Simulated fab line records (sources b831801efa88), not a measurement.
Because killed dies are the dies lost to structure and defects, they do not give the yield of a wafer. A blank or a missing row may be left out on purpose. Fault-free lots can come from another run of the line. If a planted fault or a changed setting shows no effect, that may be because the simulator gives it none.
Comparing a struck lot with a sound one :: flow gf180mcu :: 15 out of 602 route steps
Sound: wafers L253.1, L253.3, L253.6. Wafers struck: L246.1, L246.2, L246.4. The cause is named last.
Order at every step that has rows: each side's tool, ch and its chambers, its first start. Under that, the readings that differ: sound wafers :: struck wafers :: difference of the means :: sigmas: that difference in standard deviations of wafers without a fault.
alike: readings with means less than 2 such deviations apart, plus words and numbers identical on both sides. not compared: withheld readings, readings lacking a value on some wafer, bounds such as >300 that could conceal the same value, and numbers that have no deviation in the record and whose values overlap.
A row with sigmas, a row that says differs or no value, or rows on one side alone: a step with any of these is where the two part. Numbers that don't overlap but have no deviation are shown without sigmas and don't part them. A reading missing from all wafers of one side parts the sides only when that side holds two or more wafers.

first, 1 step without rows for these wafers: GF_SAB_DEVELOP_08 (develop time 60 s).
GF_SAB_CD_MEAS_09: the cd target is 420 nm.
  sound on cdSem-02, day 21 04:20; struck on cdSem-01, day 18 18:30
reading: cdNm (nm)
sound: 417.2 417.4 416.3
struck: 422.9 423.7 425.7
difference: +7.1
sigmas: +3
GF_SAB_OVL_MEAS_10:
  sound on overlay-02, day 21 04:28; struck on overlay-02, day 18 18:37
  alike: SAB_OVL
GF_SAB_ETCH_11: etches SiO2 in C4F8/O2/Ar, target depth 55 nm, time 8.5 s.
  sound on rieDiel-01 ch 0,1,2, day 21 04:29; struck on rieDiel-01 ch 0,2,3, day 18 18:40
  alike: chamberPressureMTorr, oesProductAu
  not compared: rfHoursCounterH
then, 1 step without rows for these wafers: GF_SAB_WET_ETCH_12 (etches SiO2 in dHF, target depth 22 nm, time 440 s).
GF_SAB_STRIP_13: strips in O2/N2.
  sound on plasmaAsher-03 ch 0,1, day 21 04:38; struck on plasmaAsher-04 ch 0,1, day 18 18:49
reading: drypumpMotorCurrentA (A)
sound: 5.1 5.2 5.1
struck: 5.4 6.6 6.6
difference: +1.1
sigmas: +2

reading: stripTimeToEndpointS (s)
sound: 12.58 12.57 12.61
struck: 12.67 12.69 12.65
difference: +0.08
sigmas: +2
  alike: chamberPressureMTorr, heaterPowerW, oesProductAu
  not compared: rfHoursCounterH
then, 2 steps without rows for these wafers: GF_SALICIDE_CLEAN_00 (cleans in SC1/SC2, time 150 s); GF_SALICIDE_WET_ETCH_01 (etches SiO2 in dHF, target depth 5 nm, time 100 s).
GF_SALICIDE_SPUTTER_02: material Co, target thk 10 nm, time 20 s.
  sound on pvdSputter-02, day 21 04:50; struck on pvdSputter-04, day 18 19:00
  alike: throttleValvePct
GF_SALICIDE_SPUTTER_03: material TiN, target thk 20 nm, time 16.7 s.
  sound on pvdSputter-02, day 21 04:52; struck on pvdSputter-04, day 18 19:01
  alike: throttleValvePct
GF_SALICIDE_RS_MEAS_04: measurement is done with a four-point probe.
  sound on filmMetro-02, day 21 04:53; struck on filmMetro-04, day 18 19:03
  alike: SALICIDE_TIN_RS
GF_SALICIDE_THK_MEAS_05: measures by xrf.
  sound on filmMetro-02, day 21 05:00; struck on filmMetro-04, day 18 19:10
  alike: SALICIDE_TIN_THK
GF_SALICIDE_RTA_06: time 30 s.
  struck on rtpAnneal-01, day 18 19:14; sound on rtpAnneal-02 ch 0, day 21 05:04
  no value came back on the struck wafers for annealTempCMax, chamberO2Ppm, lampPowerPct (%), wafer_temp_C_max; on the sound wafers annealTempCMax reads 532.2 531.6 532.0
then, 1 step without rows for these wafers: GF_SALICIDE_WET_ETCH_07 (etches the open film in SPM, target depth 120 nm).
-- the record jumps here: 13 days lie between the struck wafers' starts before and after (it left off in module SALICIDE and takes up again in module PASSIVATION, whose first step shown is number 602 of the route) --
GF_PASSIVATION_PROBE_99:
  sound on prober-01, day 33 16:25; struck on prober-02, day 32 00:15
reading: model.etest.ppolySal.lineOhmUm
sound: 28.25 27.8 28.34
struck: 1224 1236 1258
difference: +1211
sigmas: 

reading: model.etest.npolySal.lineOhmUm
sound: 28.32 28.15 28.05
struck: 1154 1155 1175
difference: +1133
sigmas: 

reading: model.etest.pplusSal.lineOhmUm
sound: 34.78 34.79 34.42
struck: 861.4 860.7 853.2
difference: +823.8
sigmas: 

reading: model.etest.ppolySal.rsOhmSq
sound: 7.264 7.378 7.29
struck: 349.4 355.8 352
difference: +345.1
sigmas: 

reading: model.etest.npolySal.rsOhmSq
sound: 7.252 7.397 7.32
struck: 329.5 329.2 329.5
difference: +322.1
sigmas: 

reading: model.etest.ppolyU.endOhm
sound: 28.43 29.37 28.47
struck: 292.8 284.8 277
difference: +256.1
sigmas: 

reading: model.etest.nplusSal.lineOhmUm
sound: 31.15 31.17 30.87
struck: 277.1 281.4 273.8
difference: +246.4
sigmas: 

reading: model.etest.contactPoly.rcOhm
sound: 6.131 6.011 5.971
struck: 244.6 237.3 231
difference: +231.6
sigmas: 

== WHERE THEY PART ==
Last at GF_SALICIDE_RTA_06 as far as this record goes, first at GF_SAB_CD_MEAS_09.

WHY: whatever the simulator had introduced
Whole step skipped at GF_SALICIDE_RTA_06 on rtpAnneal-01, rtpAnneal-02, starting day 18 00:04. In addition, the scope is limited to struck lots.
